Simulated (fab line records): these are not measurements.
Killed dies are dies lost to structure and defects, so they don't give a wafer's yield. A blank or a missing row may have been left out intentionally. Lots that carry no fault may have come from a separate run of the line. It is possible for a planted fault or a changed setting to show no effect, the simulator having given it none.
fab line records -- flow sky130
record: lots: 5, wafers: 15, last-day: 50
route steps=708 shown CONTACT@411
lots with no fault: from the same line, run without faults
start-h: hours from the record's first day to the start of the lot's first wafer shown -- wait-h: time in hours since the lot's previous step -- " repeats the value in the row above -- L1.1+2: one row covering several wafers at once -- - no value present, or no start provided -- * or withheld: withheld -- < > ~ a bound
route shown NAME@n: a module of which the file shows steps, and the number in the route of the first -- usual: mean/standard deviation of fault-free wafers -- same: alike in all rows -- chamber/n: place in a boat -- sites: per-site readings -- _std_site: their standard deviation -- _edge_site: outer sites' mean less inner sites' -- radius-mm: how far each site lies from the wafer's centre -- mask NAME#n: copy n -- behind: the tool/chamber that last shaped the wafer -- hold: why the lot was held/for how many hours/how that ended -- device: whichever transistor did not switch (one of n, p or np) -- end of line: the tests these same wafers got at the end of their route -- a step given without rows: its recipe and nothing more -- killed: not the wafer's yield, but the dies lost to structure and defects at the first sort -- map: dies across one wafer; x = killed, . = not, _ = none there
set.NAME: setting as actually run; set.NAME@STEP: the setting as run at that earlier step -- model.NAME: the simulator's own value behind a step, which no gauge read
a table for each step, a row for each wafer; lots at some steps of the route
services: a tool's chamber out of use, with start hour (start-h, from the record's first day; less than 0 if before it), hours out, and reason
== steps ==
step: SKY_CONTACT_BOW_MEAS_05
recipe: mode: bow
usual: CONTACT_BOW: 82/7.3
lot.wafer,tool,chamber,start-h,wait-h,CONTACT_BOW[um]
L075.3,film-metro-02,-,711.91,0.2,96
L075.4,film-metro-02,-,711.91,0.2,87
L075.5,film-metro-02,-,711.91,0.2,86
L088.1,film-metro-03,-,820.90,0.2,96
L088.4,film-metro-03,-,820.90,0.2,94
L088.5,film-metro-03,-,820.90,0.2,84
L090.4,film-metro-01,-,828.95,0.3,76
L090.5,film-metro-01,-,828.95,0.3,79
L090.6,film-metro-01,-,828.95,0.3,87
L096.2,film-metro-03,-,872.00,0.1,82
L096.4,film-metro-03,-,872.00,0.1,78
L096.6,film-metro-03,-,872.00,0.1,95
L097.3,film-metro-02,-,885.79,0.2,88
L097.4,film-metro-02,-,885.79,0.2,82
L097.6,film-metro-02,-,885.79,0.2,80
step: SKY_CONTACT_DEHYDRATE_06
recipe: temp-c: 200, time-s: 60
lot.wafer,tool,chamber,start-h,wait-h
L075.3+4+5,litho-track-02,0,725.13,13.2
L088.1+4+5,litho-track-02,0,833.43,12.5
L090.4+5+6,litho-track-01,0,841.47,12.5
L096.2+4+6,litho-track-04,0,884.13,12.1
L097.3+4+6,litho-track-01,0,898.00,12.2
step: SKY_CONTACT_HMDS_07
recipe: prime-time-s: 60, prime-temp-c: 120
lot.wafer,tool,chamber,start-h,wait-h
L075.3+4+5,litho-track-02,0,725.28,0.1
L088.1+4+5,litho-track-02,0,833.58,0.1
L090.4+5+6,litho-track-01,0,841.62,0.1
L096.2+4+6,litho-track-04,0,884.28,0.1
L097.3+4+6,litho-track-01,0,898.15,0.1
step: SKY_CONTACT_COAT_08
recipe: resist: BARC, temp-c: withheld, time-s: withheld, spin-rpm: 3000, resist-thk-nm: 60
lot.wafer,tool,chamber,start-h,wait-h
L075.3+4+5,litho-track-02,0,725.43,0.1
L088.1+4+5,litho-track-02,0,833.73,0.1
L090.4+5+6,litho-track-01,0,841.77,0.1
L096.2+4+6,litho-track-04,0,884.43,0.1
L097.3+4+6,litho-track-01,0,898.30,0.1
step: SKY_CONTACT_COAT_09
recipe: resist: KrF-thick, spin-rpm: 3000, resist-thk-nm: 450
lot.wafer,tool,chamber,start-h,wait-h
L075.3+4+5,litho-track-02,0,-,-
L088.1+4+5,litho-track-02,0,-,-
L090.4+5+6,litho-track-01,0,-,-
L096.2+4+6,litho-track-04,0,-,-
L097.3+4+6,litho-track-01,0,-,-
step: SKY_CONTACT_SOFTBAKE_10
recipe: temp-c: 100, time-s: 90, resist: KrF-thick
lot.wafer,tool,chamber,start-h,wait-h
L075.3+4+5,litho-track-02,0,-,-
L088.1+4+5,litho-track-02,0,-,-
L090.4+5+6,litho-track-01,0,-,-
L096.2+4+6,litho-track-04,0,-,-
L097.3+4+6,litho-track-01,0,-,-
step: SKY_CONTACT_EXPOSE_11
recipe: mask-id: CTM1, na: 0.8, source-shape: annular, sigma-inner: 0.55, sigma-outer: 0.85, target-cd-nm: 170, dose-mj: 38
lot.wafer,tool,chamber,start-h,wait-h,mask
L075.3+4+5,krf-scanner-02,0,-,-,CTM1#0
L088.1+4+5,krf-scanner-02,0,-,-,CTM1#0
L090.4+5+6,krf-scanner-01,0,-,-,CTM1#0
L096.2+4+6,krf-scanner-01,0,-,-,CTM1#0
L097.3+4+6,krf-scanner-01,0,-,-,CTM1#0
step: SKY_CONTACT_PEB_12
recipe: peb-temp-c: withheld, peb-time-s: withheld, resist: KrF-thick
lot.wafer,tool,chamber,start-h,wait-h
L075.3+4+5,litho-track-02,0,-,-
L088.1+4+5,litho-track-04,0,-,-
L090.4+5+6,litho-track-02,0,-,-
L096.2+4+6,litho-track-04,0,-,-
L097.3+4+6,litho-track-01,0,-,-
step: SKY_CONTACT_DEVELOP_13
recipe: develop-time-s: 60, resist: KrF-thick, dev-temp-c: 21
same: develop-time-s: 60
lot.wafer,tool,chamber,start-h,wait-h
L075.3+4+5,litho-track-02,0,-,-
L088.1+4+5,litho-track-04,0,-,-
L090.4+5+6,litho-track-02,0,-,-
L096.2+4+6,litho-track-04,0,-,-
L097.3+4+6,litho-track-01,0,-,-
step: SKY_CONTACT_CD_MEAS_14
recipe: target-cd-nm: 170
usual: cd-nm: 170.3/1.7
lot.wafer,tool,chamber,start-h,wait-h,cd-nm
L075.3,cd-sem-02,-,739.37,-,169.8
L075.4,cd-sem-02,-,739.37,-,168.7
L075.5,cd-sem-02,-,739.37,-,167.8
L088.1,cd-sem-01,-,847.41,-,169.7
L088.4,cd-sem-01,-,847.41,-,168.9
L088.5,cd-sem-01,-,847.41,-,169.9
L090.4,cd-sem-01,-,854.94,-,172.6
L090.5,cd-sem-01,-,854.94,-,171.1
L090.6,cd-sem-01,-,854.94,-,172.1
L096.2,cd-sem-01,-,896.98,-,168.1
L096.4,cd-sem-01,-,896.98,-,169.4
L096.6,cd-sem-01,-,896.98,-,170.1
L097.3,cd-sem-01,-,910.74,-,171.8
L097.4,cd-sem-01,-,910.74,-,171.5
L097.6,cd-sem-01,-,910.74,-,169.7
step: SKY_CONTACT_OVL_MEAS_15
usual: CONTACT_OVL: 4/5.1
lot.wafer,tool,chamber,start-h,wait-h,CONTACT_OVL[nm]
L075.3,overlay-02,-,739.46,0.1,3
L075.4,overlay-02,-,739.46,0.1,-3
L075.5,overlay-02,-,739.46,0.1,6
L088.1,overlay-02,-,847.53,0.1,-2
L088.4,overlay-02,-,847.53,0.1,10
L088.5,overlay-02,-,847.53,0.1,-1
L090.4,overlay-01,-,855.02,0.1,5
L090.5,overlay-01,-,855.02,0.1,0
L090.6,overlay-01,-,855.02,0.1,2
L096.2,overlay-01,-,897.09,0.1,3
L096.4,overlay-01,-,897.09,0.1,-3
L096.6,overlay-01,-,897.09,0.1,3
L097.3,overlay-02,-,910.83,0.1,3
L097.4,overlay-02,-,910.83,0.1,4
L097.6,overlay-02,-,910.83,0.1,2
step: SKY_CONTACT_ETCH_16
recipe: chemistry: N2/H2, target: BARC, ion-energy-ev: 200, source-w: 500, bias-w: 100, pressure-mtorr: 30, n2-flow-sccm: 100, h2-flow-sccm: 200, stop-on: SiO2, time-s: 45.9, target-depth-a: 600
usual: drypump-motor-current-A: 5.7/0.43, oes-product-au: 0.855/0.0041, throttle-valve-pct: 13.224/0.0097
lot.wafer,tool,chamber,start-h,wait-h,drypump-motor-current-A,oes-product-au,rf-hours-counter-h,throttle-valve-pct
L075.3,rie-diel-02,2,739.48,0.0,5.7,0.856,13,13.198
L075.4,rie-diel-02,2,739.48,0.0,5.7,0.864,-,13.206
L075.5,rie-diel-02,3,739.48,0.0,5.1,0.852,-,13.228
L088.1,rie-diel-02,2,847.57,0.0,5.7,0.853,17,13.219
L088.4,rie-diel-02,3,847.57,0.0,5.1,0.854,19,13.218
L088.5,rie-diel-02,0,847.57,0.0,5.8,0.848,-,13.231
L090.4,rie-diel-01,2,855.03,0.0,6.4,0.849,22,13.233
L090.5,rie-diel-01,0,855.03,0.0,5.5,0.853,-,13.239
L090.6,rie-diel-01,1,855.03,0.0,6.2,0.850,-,13.240
L096.2,rie-diel-01,0,897.12,0.0,5.5,0.858,15,13.228
L096.4,rie-diel-01,3,897.12,0.0,5.5,0.856,15,13.233
L096.6,rie-diel-01,3,897.12,0.0,5.5,0.855,-,13.229
L097.3,rie-diel-03,3,910.85,0.0,6.0,0.860,10,13.213
L097.4,rie-diel-03,2,910.85,0.0,4.9,0.844,6,13.220
L097.6,rie-diel-03,2,910.85,0.0,4.9,0.850,-,13.210
step: SKY_CONTACT_ETCH_17
recipe: target: SiO2, chemistry: C4F8/O2/Ar, stop-on: Si3N4, mask-material: KrF-thick, source-w: 1500, bias-w: 1200, pressure-mtorr: 40, c4f8-flow-sccm: withheld, O2_flow_sccm: 6, Ar_flow_sccm: 300, time-s: withheld, target-depth-a: 3400
usual: oes-product-au: 0.891/0.0047
lot.wafer,tool,chamber,start-h,wait-h,oes-product-au
L075.3,rie-diel-02,2,739.53,0.0,0.889
L075.4,rie-diel-02,2,739.53,0.0,0.887
L075.5,rie-diel-02,3,739.53,0.0,0.889
L088.1,rie-diel-02,2,847.61,0.0,0.892
L088.4,rie-diel-02,3,847.61,0.0,0.884
L088.5,rie-diel-02,0,847.61,0.0,0.899
L090.4,rie-diel-01,2,855.08,0.0,0.892
L090.5,rie-diel-01,0,855.08,0.0,0.885
L090.6,rie-diel-01,1,855.08,0.0,0.886
L096.2,rie-diel-01,0,897.16,0.0,0.895
L096.4,rie-diel-01,3,897.16,0.0,0.892
L096.6,rie-diel-01,3,897.16,0.0,0.897
L097.3,rie-diel-03,3,910.89,0.0,0.894
L097.4,rie-diel-03,2,910.89,0.0,0.894
L097.6,rie-diel-03,2,910.89,0.0,0.894
step: SKY_CONTACT_ETCH_18
recipe: target: Si3N4, chemistry: CHF3/O2, stop-on: TiN, source-w: 600, bias-w: 200, pressure-mtorr: 40, chf3-flow-sccm: 50, O2_flow_sccm: 5, time-s: 39, target-depth-a: 750
usual: drypump-motor-current-A: 5.7/0.43, oes-product-au: 0.854/0.0086, throttle-valve-pct: 8.793/0.01
lot.wafer,tool,chamber,start-h,wait-h,drypump-motor-current-A,oes-product-au,rf-hours-counter-h,throttle-valve-pct
L075.3,rie-diel-02,2,-,-,5.7,0.862,13,8.795
L075.4,rie-diel-02,2,-,-,5.7,0.860,-,8.803
L075.5,rie-diel-02,3,-,-,5.1,0.867,-,8.780
L088.1,rie-diel-02,2,-,-,5.7,0.837,17,8.795
L088.4,rie-diel-02,3,-,-,5.0,0.853,19,8.787
L088.5,rie-diel-02,0,-,-,5.8,0.859,-,8.795
L090.4,rie-diel-01,2,-,-,6.4,0.869,22,8.790
L090.5,rie-diel-01,0,-,-,5.4,0.876,-,8.790
L090.6,rie-diel-01,1,-,-,6.2,0.872,-,8.782
L096.2,rie-diel-01,0,-,-,5.4,0.853,15,8.801
L096.4,rie-diel-01,3,-,-,5.5,0.855,15,8.793
L096.6,rie-diel-01,3,-,-,5.5,0.855,-,8.786
L097.3,rie-diel-03,3,-,-,5.9,0.846,10,8.799
L097.4,rie-diel-03,2,-,-,4.9,0.876,6,8.817
L097.6,rie-diel-03,2,-,-,4.8,0.862,-,8.788
step: SKY_CONTACT_STRIP_19
recipe: chemistry: O2/N2, power-w: 1400, pressure-mtorr: 1500, platen-temp-c: withheld, o2-flow-sccm: 3000, n2-flow-sccm: 300, overash-fraction: 0.5
usual: drypump-motor-current-A: 5.6/0.64, oes-product-au: 0.380/0.0049, strip-time-to-endpoint-s: 3.60/0.034
lot.wafer,tool,chamber,start-h,wait-h,drypump-motor-current-A,oes-product-au,rf-hours-counter-h,strip-time-to-endpoint-s
L075.3,plasma-asher-01,0,739.65,-,5.0,0.379,-,3.68
L075.4,plasma-asher-01,1,739.65,-,4.8,0.378,-,3.67
L075.5,plasma-asher-01,1,739.65,-,4.8,0.374,-,3.66
L088.1,plasma-asher-02,1,847.70,-,5.8,0.380,35,3.68
L088.4,plasma-asher-02,1,847.70,-,5.8,0.390,-,3.64
L088.5,plasma-asher-02,0,847.70,-,6.6,0.381,-,3.59
L090.4,plasma-asher-03,0,855.20,-,5.4,0.377,-,3.59
L090.5,plasma-asher-03,1,855.20,-,6.4,0.376,-,3.57
L090.6,plasma-asher-03,0,855.20,-,5.4,0.384,-,3.56
L096.2,plasma-asher-01,0,897.25,-,5.0,0.374,79,3.61
L096.4,plasma-asher-01,1,897.25,-,4.8,0.384,-,3.65
L096.6,plasma-asher-01,1,897.25,-,4.8,0.380,-,3.62
L097.3,plasma-asher-03,1,911.02,-,6.4,0.379,-,3.53
L097.4,plasma-asher-03,0,911.02,-,5.4,0.381,-,3.57
L097.6,plasma-asher-03,1,911.02,-,6.4,0.370,-,3.54
step: SKY_CONTACT_STRIP_20
recipe: chemistry: post-etch-residue-remover, time-s: 1200, temp-c: 72.5
usual: temp-c: 72.49/0.11
lot.wafer,tool,chamber,start-h,wait-h,temp-c
L075.3,wet-bench-03,3,739.72,0.0,72.69
L075.4,wet-bench-03,3,739.72,0.0,72.76
L075.5,wet-bench-03,3,739.72,0.0,72.67
L088.1,wet-bench-02,0,847.80,0.1,72.38
L088.4,wet-bench-02,0,847.80,0.1,72.56
L088.5,wet-bench-02,0,847.80,0.1,72.34
L090.4,wet-bench-03,2,855.27,0.0,72.52
L090.5,wet-bench-03,2,855.27,0.0,72.60
L090.6,wet-bench-03,2,855.27,0.0,72.46
L096.2,wet-bench-02,2,897.35,0.1,72.35
L096.4,wet-bench-02,2,897.35,0.1,72.37
L096.6,wet-bench-02,2,897.35,0.1,72.61
L097.3,wet-bench-02,2,911.08,0.0,72.37
L097.4,wet-bench-02,2,911.08,0.0,72.44
L097.6,wet-bench-02,2,911.08,0.0,72.55
step: SKY_CONTACT_CLEAN_21
recipe: chemistry: IPA, time-s: 180, temp-c: 25
usual: temp-c: 25.00/0.11
lot.wafer,tool,chamber,start-h,wait-h,temp-c
L075.3,wet-bench-04,1,740.06,0.0,25.03
L075.4,wet-bench-04,1,740.06,0.0,25.09
L075.5,wet-bench-04,1,740.06,0.0,25.05
L088.1,wet-bench-04,0,848.14,0.0,25.10
L088.4,wet-bench-04,0,848.14,0.0,25.13
L088.5,wet-bench-04,0,848.14,0.0,25.11
L090.4,wet-bench-04,1,855.61,0.0,24.94
L090.5,wet-bench-04,1,855.61,0.0,24.83
L090.6,wet-bench-04,1,855.61,0.0,24.95
L096.2,wet-bench-03,0,897.72,0.0,25.09
L096.4,wet-bench-03,0,897.72,0.0,25.05
L096.6,wet-bench-03,0,897.72,0.0,24.94
L097.3,wet-bench-03,1,911.43,0.0,24.79
L097.4,wet-bench-03,1,911.43,0.0,24.91
L097.6,wet-bench-03,1,911.43,0.0,24.96
step: SKY_CONTACT_CLEAN_22
recipe: chemistry: O3/DIW, dry: n2-spin
lot.wafer,tool,chamber,start-h,wait-h
L075.3+4+5,wet-bench-03,0,740.13,0.0
L088.1+4+5,wet-bench-02,0,848.20,0.0
L090.4+5+6,wet-bench-02,3,855.67,0.0
L096.2+4+6,wet-bench-02,2,897.78,0.0
L097.3+4+6,wet-bench-03,2,911.54,0.0
== services ==
tool,chamber,start-h,hours,kind
rie-diel-01,-,704.60,0.2,repair
plasma-asher-01,-,708.49,2.0,repair
krf-scanner-01,-,710.37,1.0,pm
krf-scanner-01,-,725.14,0.8,pm
krf-scanner-01,-,731.16,0.8,pm
plasma-asher-03,-,733.75,9.0,pm
krf-scanner-02,-,736.72,1.0,pm
krf-scanner-01,-,753.89,2.3,repair
krf-scanner-01,-,757.85,1.3,pm
rie-diel-02,1,777.06,2.8,repair
rie-diel-01,3,789.33,13.5,repair
wet-bench-03,-,813.27,25.4,pm
rie-diel-03,1,822.14,2.9,repair
rie-diel-02,-,829.29,2.8,pm
rie-diel-03,1,830.01,5.3,repair
krf-scanner-01,-,832.20,8.0,repair
rie-diel-03,-,847.79,1.0,repair
rie-diel-02,1,848.22,6.2,repair
rie-diel-01,0,859.72,4.0,repair
krf-scanner-01,-,879.37,1.0,pm
wet-bench-04,-,898.74,59.9,pm
krf-scanner-01,-,899.96,0.8,pm
rie-diel-01,3,902.48,4.3,repair
rie-diel-01,1,904.45,1.9,repair
== key ==
fault none
